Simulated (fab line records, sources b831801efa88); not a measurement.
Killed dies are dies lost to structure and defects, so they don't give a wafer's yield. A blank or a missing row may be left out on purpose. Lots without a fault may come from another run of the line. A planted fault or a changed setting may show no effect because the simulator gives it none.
Which tool did it? | flow sky130 | 24 lots, 72 wafers sampled, at 5 steps of a route of 708

WHAT THE GAUGES READ, wafer by wafer
SKY_SONOS_ONO_CD_MEAS_13: target cd 410 nm.
lot  | measured     | on        | cd_nm (nm)
L074 | day 12 20:19 | cd_sem-01 | 409.5 409.9 412.3
L075 | day 13 00:58 | cd_sem-02 | 409.7 411.8 412.7
L076 | day 13 11:10 | cd_sem-02 | 408.7 407.6 408.4
L077 | day 13 15:30 | cd_sem-01 | 410.9 409.8 410.8
L078 | day 13 21:16 | cd_sem-02 | 408.4 411.3 410.7
L079 | day 14 10:55 | cd_sem-01 | 409.1 412.2 410.7
L080 | day 14 20:57 | cd_sem-02 | 408.3 408.7 409.4
L081 | day 15 05:17 | cd_sem-02 | 414.4 413.3 415.3
L082 | day 15 10:05 | cd_sem-01 | 408.1 408.1 406.1
L083 | day 15 17:08 | cd_sem-01 | 411.6 410.0 409.5
L084 | day 16 01:18 | cd_sem-01 | 409.6 409.7 408.2
L085 | day 16 11:08 | cd_sem-02 | 407.9 408.2 408.7
L086 | day 16 20:34 | cd_sem-01 | 410.3 411.5 410.0
L087 | day 17 06:01 | cd_sem-01 | 408.3 407.2 407.2
L088 | day 17 11:15 | cd_sem-01 | 409.4 409.0 407.8
L089 | day 17 18:37 | cd_sem-01 | 409.6 408.1 407.5
L090 | day 18 07:28 | cd_sem-02 | 410.0 407.7 408.6
L091 | day 18 14:50 | cd_sem-02 | 409.5 412.2 409.3
L092 | day 19 01:25 | cd_sem-02 | 408.7 410.9 410.5
L093 | day 19 05:06 | cd_sem-02 | 410.4 411.2 409.3
L094 | day 19 19:27 | cd_sem-02 | 413.5 411.6 412.1
L095 | day 20 04:25 | cd_sem-02 | 408.8 410.8 412.3
L096 | day 20 12:49 | cd_sem-01 | 410.0 409.5 410.3
L097 | day 20 19:22 | cd_sem-02 | 413.3 410.4 413.1

SKY_VIA3_OVL_MEAS_13.
lot  | measured     | on         | VIA3_OVL (nm)
L074 | day 40 03:56 | overlay-02 | -5 -3 5
L075 | day 40 05:29 | overlay-02 | 3 5 -3
L076 | day 40 16:11 | overlay-01 | 3 9 -2
L077 | day 40 20:53 | overlay-01 | 5 7 -2
L078 | day 41 02:30 | overlay-02 | 2 -2 6
L079 | day 41 12:23 | overlay-01 | -3 5 6
L080 | day 42 04:15 | overlay-01 | 0 -6 -3
L081 | day 42 08:20 | overlay-01 | -3 2 -4
L082 | day 42 09:41 | overlay-02 | -3 1 2
L083 | day 42 15:47 | overlay-01 | 6 9 6
L084 | day 43 02:44 | overlay-01 | 7 -7 3
L085 | day 43 09:02 | overlay-01 | -2 2 6
L086 | day 43 12:14 | overlay-01 | -7 -5 -1
L087 | day 44 05:50 | overlay-01 | 11 4 1
L088 | day 44 06:01 | overlay-02 | 11 5 11
L089 | day 44 11:26 | overlay-02 | 6 5 10
L090 | day 44 17:11 | overlay-02 | 8 6 11
L091 | day 45 05:18 | overlay-01 | -2 -4 -1
L092 | day 45 08:34 | overlay-02 | 7 3 1
L093 | day 45 09:37 | overlay-01 | -1 12 9
L094 | day 45 14:14 | overlay-02 | -1 13 5
L095 | day 45 20:08 | overlay-02 | -4 -3 -7
L096 | day 46 08:11 | overlay-01 | 11 9 13
L097 | day 46 10:29 | overlay-01 | 5 5 5

SKY_METAL4_OVL_MEAS_14.
lot  | measured     | on         | METAL4_OVL (nm)
L074 | day 42 07:56 | overlay-01 | 2 0 -2
L075 | day 42 08:35 | overlay-02 | -6 -2 4
L076 | day 42 18:56 | overlay-01 | 7 5 3
L077 | day 42 22:02 | overlay-02 | 2 1 -5
L078 | day 43 04:35 | overlay-01 | 0 3 10
L079 | day 43 14:20 | overlay-01 | -9 -1 -2
L080 | day 44 07:21 | overlay-01 | -7 -5 -5
L081 | day 44 08:41 | overlay-01 | -8 -8 -10
L082 | day 44 09:17 | overlay-01 | 2 4 -2
L083 | day 44 13:31 | overlay-01 | -3 5 1
L084 | day 45 00:49 | overlay-01 | -6 -3 4
L085 | day 45 08:56 | overlay-02 | -2 4 4
L086 | day 45 10:17 | overlay-02 | -7 -3 -1
L087 | day 46 02:23 | overlay-01 | -1 5 -2
L088 | day 46 03:25 | overlay-02 | -5 -1 -3
L089 | day 46 08:23 | overlay-02 | -2 1 -1
L090 | day 46 13:01 | overlay-01 | 9 5 7
L091 | day 47 02:14 | overlay-02 | -5 1 -4
L092 | day 47 04:29 | overlay-01 | 6 2 -2
L093 | day 47 07:00 | overlay-02 | -10 -2 -6
L094 | day 47 11:05 | overlay-01 | -14 -6 -11
L095 | day 47 14:32 | overlay-01 | -2 -1 2
L096 | day 48 03:59 | overlay-01 | 5 -6 0
L097 | day 48 04:43 | overlay-02 | -2 -6 -6

SKY_VIA4_OVL_MEAS_11.
lot  | measured     | on         | VIA4_OVL (nm)
L074 | day 43 09:07 | overlay-02 | -0.1 0.2 -0.4
L075 | day 43 09:16 | overlay-02 | 0.5 1.1 0.9
L076 | day 43 19:37 | overlay-01 | -0.7 -0.1 0.4
L077 | day 43 22:26 | overlay-02 | -0.1 -0.7 0.5
L078 | day 44 02:40 | overlay-02 | -2.8 -2.0 -2.5
L079 | day 44 12:25 | overlay-02 | -1.9 -1.1 -0.7
L080 | day 45 06:53 | overlay-02 | 0.7 -0.6 0.7
L081 | day 45 08:28 | overlay-01 | 3.7 3.0 2.3
L082 | day 45 09:08 | overlay-01 | -2.4 -2.5 -1.1
L083 | day 45 12:34 | overlay-02 | -2.5 -0.8 -2.1
L084 | day 45 20:58 | overlay-01 | 0.6 -0.5 0.9
L085 | day 46 07:44 | overlay-01 | 0.2 1.9 0.9
L086 | day 46 10:28 | overlay-02 | -2.4 -1.4 -0.9
L087 | day 47 00:22 | overlay-01 | -0.1 0.8 0.4
L088 | day 47 01:28 | overlay-02 | 0.1 -0.9 1.0
L089 | day 47 06:34 | overlay-01 | -1.4 -0.8 -1.6
L090 | day 47 11:04 | overlay-02 | 0.3 -1.1 0.0
L091 | day 47 22:37 | overlay-01 | 0.3 -0.6 0.0
L092 | day 48 02:28 | overlay-01 | 0.4 0.3 -0.1
L093 | day 48 04:38 | overlay-01 | 1.0 -0.6 -0.4
L094 | day 48 08:31 | overlay-02 | -1.2 -0.1 -1.3
L095 | day 48 11:50 | overlay-01 | 0.8 0.0 -0.7
L096 | day 49 00:40 | overlay-02 | -0.7 0.3 -0.4
L097 | day 49 01:34 | overlay-01 | -0.2 0.8 0.0

WHICH TOOL RAN EACH LOT (tool, then ch and the chambers of the sampled wafers, then the start)
lot  | SKY_CONTACT_CMP_04
L074 | cmp-02 ch 0,1,3, day 30 20:58
L075 | cmp-01 ch 0,1,2, day 30 22:59
L076 | cmp-01 ch 1,2,3, day 31 12:01
L077 | cmp-02 ch 1,2,3, day 31 16:07
L078 | cmp-01 ch 0,1,3, day 31 22:37
L079 | cmp-01 ch 0,1,2, day 32 10:20
L080 | cmp-02 ch 0,1,2, day 33 03:02
L081 | cmp-02 ch 0,2, day 33 08:35
L082 | cmp-02 ch 0,2,3, day 33 10:01
L083 | cmp-02 ch 1,2,3, day 33 15:43
L084 | cmp-02 ch 0,1,2, day 34 04:55
L085 | cmp-01 ch 0,1,3, day 34 10:58
L086 | cmp-02 ch 0,2,3, day 34 16:15
L087 | cmp-02 ch 1,2, day 35 06:26
L088 | cmp-01 ch 0,1, day 35 08:04
L089 | cmp-02 ch 0,1,3, day 35 19:48
L090 | cmp-01 ch 0,2,3, day 36 01:37
L091 | cmp-01 ch 2,3, day 36 07:11
L092 | cmp-01 ch 1,3, day 36 16:26
L093 | cmp-01 ch 0,1,3, day 36 17:55
L094 | cmp-02 ch 0,1,3, day 37 04:41
L095 | cmp-01 ch 1,2, day 37 14:15
L096 | cmp-01 ch 0,1, day 37 22:16
L097 | cmp-02 ch 1,2,3, day 38 03:07
- SKY_CONTACT_CMP_04: polishes SiO2.

WHAT THE TOOLS THEMSELVES READ (means of the sampled wafers that have a number; where no wafer has one, the mark that the record gives instead)
SKY_CONTACT_CMP_04.
lot  | tool   | head_pressure_psi (psi) | motor_current_A (A) | time_to_endpoint_s (s)
L074 | cmp-02 | 4.003                   | 10.7                | 85
L075 | cmp-01 | 4.003                   | 13.1                | 80
L076 | cmp-01 | 4.005                   | 12.9                | 85
L077 | cmp-02 | 4.006                   | 10.7                | 85
L078 | cmp-01 | 4.001                   | 13.4                | 86
L079 | cmp-01 | 4.006                   | 13.4                | 87
L080 | cmp-02 | 3.993                   | 10.5                | 87
L081 | cmp-02 | 3.996                   | 9.8                 | 88
L082 | cmp-02 | 3.997                   | 10.6                | 87
L083 | cmp-02 | 4.011                   | 10.7                | 83
L084 | cmp-02 | 3.992                   | 10.0                | 90
L085 | cmp-01 | 4.005                   | 13.0                | 82
L086 | cmp-02 | 3.997                   | 10.9                | 83
L087 | cmp-02 | 4.002                   | 10.3                | 83
L088 | cmp-01 | 3.998                   | 13.0                | 82
L089 | cmp-02 | 4.000                   | 10.6                | 85
L090 | cmp-01 | 3.993                   | 13.9                | 82
L091 | cmp-01 | 3.991                   | 13.2                | 83
L092 | cmp-01 | 4.001                   | 12.8                | 83
L093 | cmp-01 | 3.998                   | 12.7                | 84
L094 | cmp-02 | 4.004                   | 10.6                | 81
L095 | cmp-01 | 3.994                   | 13.3                | 86
L096 | cmp-01 | 4.003                   | 13.3                | 82
L097 | cmp-02 | 3.989                   | 10.7                | 86

THE ANSWER, worked out from the rows above alone
Rule: what is usual is taken from the lots themselves. Put in order of their means at a reading, lots are off if they are a third of the lots or fewer, leave a main group of 4 or more, and stand apart from it by a gap of 3 or more times the standard deviation of the main group's means; of several such gaps the widest counts. A main group whose means are all the same, to the digits that the tables above print for the reading, isn't used. A lot without any number at a reading at which 4 lots or more have one is off too. The other lots that the step has rows for count as sound. The gauges are gone through in route order, then the tools' own readings, and for those a lot's mean is taken as printed above. The first step at which some lot is off is used, and at that step the reading that is off furthest; a lot without a number counts as furthest.
No lot is off at any reading shown: from this, nothing can be told.

WHAT THE SIMULATOR HAD PUT IN
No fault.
